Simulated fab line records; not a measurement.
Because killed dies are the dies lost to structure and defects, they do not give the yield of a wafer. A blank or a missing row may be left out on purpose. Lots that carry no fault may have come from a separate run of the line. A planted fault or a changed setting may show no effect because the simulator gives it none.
Comparing a struck lot with a sound one ; flow sky130 ; 16 out of 708 route steps
Sound: these wafers, L186.1, L186.4, L186.6. Struck: wafer L201.4. (L201.2, L201.5 of the same lot were not struck and are left out.) The cause comes at the end.
Per side, at each step with rows, come the tool, then ch with its chambers, and then its first start. Under that, the readings that differ: sound wafers ; struck wafers ; difference of the means ; sigmas: that difference in standard deviations of wafers without a fault.
alike: a reading whose means differ by less than 2 such deviations, as well as words and numbers matching on both sides. not compared: withheld readings; readings where some wafer has no value; bounds like >300 that might hide an equal value; numbers whose values overlap and for which the record gives no deviation.
Wherever a step has rows on one side only, a row that says differs or no value, or a row with sigmas, the two part there. Numbers that don't overlap but have no deviation are shown without sigmas and don't part them. A reading that every wafer of one side lacks parts them only if that side has two wafers or more.

first, 3 steps without rows for these wafers: SKY_METAL1_EXPOSE_12 (exposes mask MM1, target cd 140 nm); SKY_METAL1_PEB_13; SKY_METAL1_DEVELOP_14 (develop time 60 s).
SKY_METAL1_CD_MEAS_15 targets a cd of 140 nm.
  struck on cd_sem-01, day 37 12:52; sound on cd_sem-01, day 33 13:38
  alike: cd_nm
SKY_METAL1_OVL_MEAS_16:
  struck on overlay-01, day 37 12:59; sound on overlay-01, day 33 13:45
reading;sound;struck;difference;sigmas
METAL1_OVL (nm);12 10 4;-7;-16;-3
SKY_METAL1_DESCUM_17: chemistry O2, time 8 s.
  sound on rie_metal-02 ch 0,1, day 33 13:47; struck on rie_metal-03 ch 1, day 37 13:01
reading;sound;struck;difference;sigmas
drypump_motor_current_A (A);6.6 6.3 6.6;5.1;-1.4;-2
  alike: oes_product_au, rf_fwd_power_W, temp_c
  not compared: rf_hours_counter_h
SKY_METAL1_ETCH_18: etches BARC in N2/H2, stops on SiO2, time 45.9 s, target depth 60 nm.
  sound on rie_metal-02 ch 0,1, day 33 13:49; struck on rie_metal-03 ch 1, day 37 13:05
reading;sound;struck;difference;sigmas
drypump_motor_current_A (A);6.6 6.3 6.6;5.1;-1.4;-2
throttle_valve_pct (%);13.224 13.229 13.243;13.214;-0.018;-2
  alike: oes_product_au, rf_fwd_power_W
  not compared: rf_hours_counter_h
SKY_METAL1_METAL_ETCH_19: etches the open film in Cl2/BCl3, stops on SiO2, target depth 360 nm, time 78 s.
  sound on rie_metal-02 ch 0,1, day 33 13:53; struck on rie_metal-03 ch 1, day 37 13:14
reading;sound;struck;difference;sigmas
drypump_motor_current_A (A);6.6 6.3 6.6;5.1;-1.4;-2
  alike: oes_product_au, rf_fwd_power_W, throttle_valve_pct
  not compared: rf_hours_counter_h
SKY_METAL1_STRIP_20: strips in O2/N2.
  sound on plasma_asher-04 ch 0,1, day 33 13:58; struck on plasma_asher-02 ch 0, day 37 13:23
  alike: drypump_motor_current_A, oes_product_au, strip_time_to_endpoint_s
  not compared: rf_hours_counter_h
then, 3 steps without rows for these wafers: SKY_METAL1_STRIP_21 (strips in post etch residue remover, time 1200 s); SKY_METAL1_CLEAN_22 (cleans in IPA, time 180 s); SKY_METAL1_CLEAN_23 (cleans in O3/DIW).
SKY_VIA1_HDPCVD_00: deposits SiO2, target thk 1030 nm, time 171.7 s.
  sound on hdpcvd-02 ch 0,1,2, day 33 14:34; struck on hdpcvd-02 ch 1, day 37 13:58
reading;sound;struck;difference;sigmas
model.SiO2_of_VIA1_HDPCVD_00.thk_nm (nm);1010 1038 1045;1333;+302;
  alike: pressure_mtorr
SKY_VIA1_THK_MEAS_01:
  struck on film_metro-02, day 37 14:05; sound on film_metro-04, day 33 14:41
reading;sound;struck;difference;sigmas
VIA1_HDPCVD_THK (nm);1010 1037 1045;1333;+302;+23
SKY_VIA1_CMP_02: polishes SiO2.
  sound on cmp-01 ch 2,3, day 33 14:44; struck on cmp-02 ch 1, day 37 14:08
  alike: motor_current_A, slurry_flow_ml_min
-- the record jumps here: 12 days lie between the struck wafers' starts before and after (it left off in module VIA1 and takes up again in module PAD_OPEN, whose first step shown is number 708 of the route) --
SKY_PAD_OPEN_PROBE_99:
  struck on prober-01, day 49 13:52; sound on prober-02, day 46 07:31
reading;sound;struck;difference;sigmas
killed_at_front_end;14 11 5;19;+9;+2
  alike: defect_limited_yield, killed_at_M0_to_M3, killed_at_M4_up, killed_at_contacts, killed_at_other, killed_dies, killed_open, killed_short, sort_bin_3_pad_short, sort_bin_5_function, sort_bin_6_memory, sort_n_pass, sort_yield_pct

== WHERE THEY PART ==
First at SKY_METAL1_OVL_MEAS_16; last, within this record, at SKY_PAD_OPEN_PROBE_99.

WHY: whatever the simulator had introduced
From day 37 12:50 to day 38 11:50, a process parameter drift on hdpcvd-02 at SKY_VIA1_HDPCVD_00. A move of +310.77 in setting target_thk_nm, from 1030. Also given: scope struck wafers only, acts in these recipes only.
